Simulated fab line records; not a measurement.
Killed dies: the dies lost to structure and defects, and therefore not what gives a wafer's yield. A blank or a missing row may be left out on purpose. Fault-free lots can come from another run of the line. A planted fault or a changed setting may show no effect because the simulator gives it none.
8D (eight disciplines) problem report, filled in by code | flow sky130 | the parts of the form that need people (team, actions taken, sign-off) are left out

== 1. THE ISSUE ==
killed-at-front-end at SKY_PAD_OPEN_PROBE_99 reads a mean of 292 on 6 wafers of 2 lots; wafers without a fault read 15 with a standard deviation of 4.1. Measured from the usual mean, that is +67 standard deviations.
Earliest sighting: wafer L830.3 on prober-02 at day 49 11:23. The record has a number at this step for 12 wafers belonging to 4 lots. Rule for "out" (also "out of limits"): further than 4 standard deviations from the usual mean. All remaining wafers that have a number are taken as sound.

== 2. WHAT IT IS; WHAT IT IS NOT ==
question                    | is                                              | is not
which readings at this step | killed-at-front-end, killed-dies, killed-on-rim | killed_at_M4_up, killed-at-other
which lots                  | L830, L831                                      | L819, L833
which wafers of those lots  | all that have a number                          | -
read on which tools         | prober-01, prober-02                            | -
when                        | from day 49 11:23                               | up to then (3 sound wafers); but 3 sound wafers of L833 came after

== 3. SUSPECTS, AND WHAT RULES EACH OUT ==
Counting: a tool at a process step up to the reading stays a suspect if it ran every lot that is out and no sound lot after the first of them.
- furnace-01 at SKY_NWELL_OXIDATION_01 (stabilise 600 s, purge 300 s, target thk 10 nm): kept. It ran every lot that is out, first L830 (day 5 14:14), and no sound lot after that; its last sound lot up to then is L819 (day 3 02:14).
- plasma-asher-01 at SKY_PWDE_STRIP_09 (strips in O2/N2): kept. It ran every lot that is out, first L830 (day 7 06:06), and no sound lot after that; its last sound lot up to then is L819 (day 4 12:59).
Left after counting: furnace-01 at SKY_NWELL_OXIDATION_01, plasma-asher-01 at SKY_PWDE_STRIP_09.

== 4. THE CAUSE (what the simulator had put in) ==
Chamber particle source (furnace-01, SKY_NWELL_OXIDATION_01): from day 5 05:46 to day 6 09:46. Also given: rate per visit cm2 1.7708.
After counting, 2 suspects remain, this tool included.

== 5. THE EFFECT CHAIN, in route order ==
One row per reading whose mean, taken over the struck wafers that have a number, lies over 3 standard deviations from the usual. Only readings for which the record gives a usual standard deviation are gone through. hours: the time from each lot's start at the first step in this table that gives one to its start at this step, as a median over the lots. sigmas: the change in usual standard deviations.
hours | step                  | reading             | usual | on struck wafers | change | sigmas
0     | SKY_PAD_OPEN_PROBE_99 | killed_at_M0_to_M3  | 43    | 23               | -20    | -3.1
0     | SKY_PAD_OPEN_PROBE_99 | killed-at-front-end | 15    | 292              | +276   | +67
0     | SKY_PAD_OPEN_PROBE_99 | killed-dies         | 86    | 332              | +246   | +28
0     | SKY_PAD_OPEN_PROBE_99 | killed-on-rim       | 17    | 62               | +46    | +13
0     | SKY_PAD_OPEN_PROBE_99 | killed-open         | 47    | 24               | -23    | -3.4
The process steps in it:
- SKY_PAD_OPEN_PROBE_99

== 6. WHAT WOULD HAVE CAUGHT IT SOONER ==
1062 hours passed between the start of the fault at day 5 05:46 and the first reading out of limits in this record, taken at day 49 11:23.
An alarm limit of 4 standard deviations would not have fired on the tool readings at SKY_NWELL_OXIDATION_01 for which the record gives a usual standard deviation, since none of them was out on any struck wafer.
Lots out: 2; all had begun SKY_NWELL_OXIDATION_01 on furnace-01 by day 49 11:23. A hold on the tool at that time would have spared none of them.
